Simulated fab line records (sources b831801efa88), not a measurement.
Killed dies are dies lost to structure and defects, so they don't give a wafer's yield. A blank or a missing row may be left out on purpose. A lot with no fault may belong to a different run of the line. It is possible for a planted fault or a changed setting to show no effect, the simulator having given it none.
Chamber matching ; flow gf180mcu ; GF_PASSIVATION_CVD_00 on pecvd-01 has 3 sister chambers
The step deposits SiO2 from TEOS, target thk 1000 nm, time 111.95 s. 3 wafers are shown with their chamber, then 11 later ones without.

== WAFERS PAIRED WITH THEIR CHAMBERS ==
wafer;chamber;heater-power-w (W)
L086.4;2;888
L086.5;0;514
L088.1;1;821

== WAFERS WITH NO CHAMBER GIVEN ==
wafer;heater-power-w (W)
L088.3;617
L088.4;633
L093.1;816
L093.3;775
L093.5;519
L094.1;583
L094.4;639
L094.5;796
L096.4;897
L096.5;594
L096.6;779

== EACH ONE'S CHAMBER ==
wafer;from the rows above;in truth
L088.3;can't be placed: 0 or 1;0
L088.4;can't be placed: 0 or 1 or 2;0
L093.1;can't be placed: 1 or 2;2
L093.3;can't be placed: 1 or 2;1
L093.5;0;0
L094.1;0;0
L094.4;can't be placed: 0 or 1 or 2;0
L094.5;can't be placed: 1 or 2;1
L096.4;can't be placed: 2 or 1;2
L096.5;0;0
L096.6;can't be placed: 1 or 2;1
Correctly placed: 3 of 11. Unplaceable from these rows: 8, with the true chamber sitting among the candidates in 8. Wrongly placed: 0.
How it was worked out, from the rows above alone: a wafer's distance from a chamber is the root of the sum, over the readings, of the square of ((its reading less the chamber's mean) divided by the reading's scatter). If the next closest chamber is less than 2 further off than the closest, the wafer can't be placed; otherwise it belongs to the closest. Each chamber's mean is taken over the wafers shown for it. The scatter: root of mean squared gap, hidden wafer to nearest shown wafer, with one shown wafer a chamber.
